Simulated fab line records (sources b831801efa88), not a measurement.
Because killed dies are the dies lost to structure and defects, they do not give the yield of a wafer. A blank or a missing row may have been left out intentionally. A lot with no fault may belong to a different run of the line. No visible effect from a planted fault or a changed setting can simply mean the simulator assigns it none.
Struck lot and sound lot, side by side | flow gf180mcu | 14 out of 602 route steps
Sound: the wafers L940.1, L940.2, L940.4. The struck wafers were L945.1, L945.2, L945.6. The cause comes at the end.
For every step that has rows: the tool of each side, followed by ch and its chambers, followed by its first start. Under that, the readings that differ: sound wafers | struck wafers | difference of the means | sigmas: that difference in standard deviations of wafers without a fault.
alike: words and numbers the same on both sides, and readings whose means are apart by under 2 such deviations; not compared: readings that were withheld, readings missing a value for some wafer, numbers with overlapping values and no deviation given by the record, and bounds like >300 which may hide the same value.
A row with sigmas, a row that says differs or no value, or rows on one side alone: a step with any of these is where the two part. Numbers that have no deviation but don't overlap get no sigmas and don't part them. A reading missing from all wafers of one side parts the sides only when that side holds two or more wafers.

first, 8 steps without rows for these wafers: GF_V1_DEHYDRATE_06 (time 60 s); GF_V1_HMDS_07 (prime time 60 s); GF_V1_COAT_08; GF_V1_COAT_09 (resist thk 1000 nm); GF_V1_SOFTBAKE_10 (time 60 s); GF_V1_EXPOSE_11 (exposes mask Via1, target cd 260 nm); GF_V1_PEB_12 (peb time 90 s); GF_V1_DEVELOP_13 (develop time 60 s).
GF_V1_CD_MEAS_14 targets a cd of 260 nm.
  sound on cd-sem-02, day 19 16:44; struck on cd-sem-02, day 21 13:23
  alike: cd-nm
GF_V1_OVL_MEAS_15:
  sound on overlay-01, day 19 16:51; struck on overlay-01, day 21 13:30
  alike: V1_OVL
GF_V1_ETCH_16: etches BARC in N2/H2.
  sound on rie-diel-02 ch 0,2,3, day 19 16:53; struck on rie-diel-04 ch 1,2, day 21 13:32
  alike: drypump-motor-current-A, n2-flow-sccm, oes-product-au, throttle-valve-pct
GF_V1_ETCH_17: etches SiO2 in C4F8/O2/Ar, stops on TiN, target depth 630 nm.
  sound on rie-diel-02 ch 0,2,3; struck on rie-diel-04 ch 1,2
  alike: oes-product-au
GF_V1_STRIP_18: strips in O2/N2.
  sound on plasma-asher-04 ch 0,1, day 19 17:01; struck on plasma-asher-02 ch 0,1, day 21 13:40
  no value came back on the struck wafers for any of 6 readings (chamber-pressure-mTorr (mTorr), drypump-motor-current-A (A) and others); on the sound wafers chamber-pressure-mTorr (mTorr) reads 1498.0 1500.5 1496.8
  not compared: rf-hours-counter-h
then, 1 step without rows for these wafers: GF_V1_STRIP_19 (strips in post etch residue remover, time 1200 s).

WHERE THEY PART
Only at GF_V1_STRIP_18, within this record.

WHY: what the simulator had put in
At GF_V1_STRIP_18, the step was skipped entirely on plasma-asher-02 from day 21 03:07 on. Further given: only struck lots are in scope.
